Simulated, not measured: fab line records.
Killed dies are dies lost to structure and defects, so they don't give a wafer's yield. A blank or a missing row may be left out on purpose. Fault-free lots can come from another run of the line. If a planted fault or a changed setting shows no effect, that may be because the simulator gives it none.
A lot that was struck, set against a sound lot || flow sky130 || 15 out of 708 route steps
Sound: these wafers, L749.1, L749.4, L749.5. Struck: wafer L754.2 (L754.1, L754.4, from the same lot, were not struck and are left out); the cause is given at the end.
Each step with rows lists, per side, the tool, then ch with its chambers, then its first start. Under that, the readings that differ: sound wafers || struck wafers || difference of the means || sigmas: that difference in standard deviations of wafers without a fault.
alike: readings whose means differ by less than 2 such deviations, and words and numbers that are the same on both sides. not compared: withheld readings, readings that some wafer has no value for, bounds like >300 that may hide the same value, and numbers for which the record gives no deviation and whose values overlap.
Wherever a step has rows on one side only, a row that says differs or no value, or a row with sigmas, the two part there. Non-overlapping numbers with no deviation appear without sigmas and do not part them. A reading that every wafer of one side lacks parts them only if that side has two wafers or more.

first, 8 steps without rows for these wafers: SKY_LI_CONTACT_DEHYDRATE_04 (time 60 s); SKY_LI_CONTACT_HMDS_05 (prime time 60 s); SKY_LI_CONTACT_COAT_06 (resist thk 60 nm); SKY_LI_CONTACT_COAT_07 (resist thk 450 nm); SKY_LI_CONTACT_SOFTBAKE_08 (time 90 s); SKY_LI_CONTACT_EXPOSE_09 (exposes mask LICM1, target cd 170 nm); SKY_LI_CONTACT_PEB_10; SKY_LI_CONTACT_DEVELOP_11 (develop time 60 s).
SKY_LI_CONTACT_CD_MEAS_12: target cd 170 nm.
  sound on cd-sem-02, day 32 21:27; struck on cd-sem-01, day 34 02:33
{"reading": "cd-nm (nm)", "sound": "173.9 172.4 173.8", "struck": 168.6, "difference": -4.8, "sigmas": -3}
SKY_LI_CONTACT_OVL_MEAS_13:
  sound on overlay-01, day 32 21:34; struck on overlay-01, day 34 02:40
  alike: LI_CONTACT_OVL
SKY_LI_CONTACT_ETCH_14: etches BARC in N2/H2, stops on SiO2, time 45.9 s, target depth 60 nm.
  sound on rie-diel-03 ch 0,2,3, day 32 21:36; struck on rie-diel-03 ch 0, day 34 02:42
  alike: drypump-motor-current-A, oes-product-au, throttle-valve-pct
  not compared: rf-hours-counter-h
SKY_LI_CONTACT_ETCH_15: etches PSG in C4F8/O2/Ar, stops on Si, target depth 600 nm.
  sound on rie-diel-03 ch 0,2,3, day 32 21:38; struck on rie-diel-03 ch 0, day 34 02:44
  alike: oes-product-au
SKY_LI_CONTACT_STRIP_16: strips in O2/N2.
  sound on plasma-asher-03 ch 1, day 32 21:44; struck on plasma-asher-03 ch 1, day 34 02:50
{"reading": "overash-fraction", "sound": "0.5 0.5 0.5", "struck": 0.7, "difference": "+0.2", "sigmas": ""}
  alike: drypump-motor-current-A, oes-product-au, strip-time-to-endpoint-s
  not compared: rf-hours-counter-h
then, 1 step without rows for these wafers: SKY_LI_CONTACT_CLEAN_17 (cleans in NMP, time 600 s).
-- here the record skips 15 days between the struck wafers' starts before and after, leaving off in module LI_CONTACT and picking up in module PAD_OPEN (first step shown: number 708 of the route) --
SKY_PAD_OPEN_PROBE_99:
  sound on prober-02, day 48 09:25; struck on prober-01, day 49 06:43
  alike: killed_at_M0_to_M3, killed_at_M4_up, killed-at-contacts, killed-at-front-end, killed-at-other, killed-dies, killed-open, killed-short

WHERE THEY PART
SKY_LI_CONTACT_CD_MEAS_12 only, going by this record. Later steps at which nothing parts them and some readings are alike: SKY_LI_CONTACT_OVL_MEAS_13, SKY_LI_CONTACT_ETCH_14, SKY_LI_CONTACT_ETCH_15, SKY_LI_CONTACT_STRIP_16, SKY_PAD_OPEN_PROBE_99.

WHY: what the simulator had put in
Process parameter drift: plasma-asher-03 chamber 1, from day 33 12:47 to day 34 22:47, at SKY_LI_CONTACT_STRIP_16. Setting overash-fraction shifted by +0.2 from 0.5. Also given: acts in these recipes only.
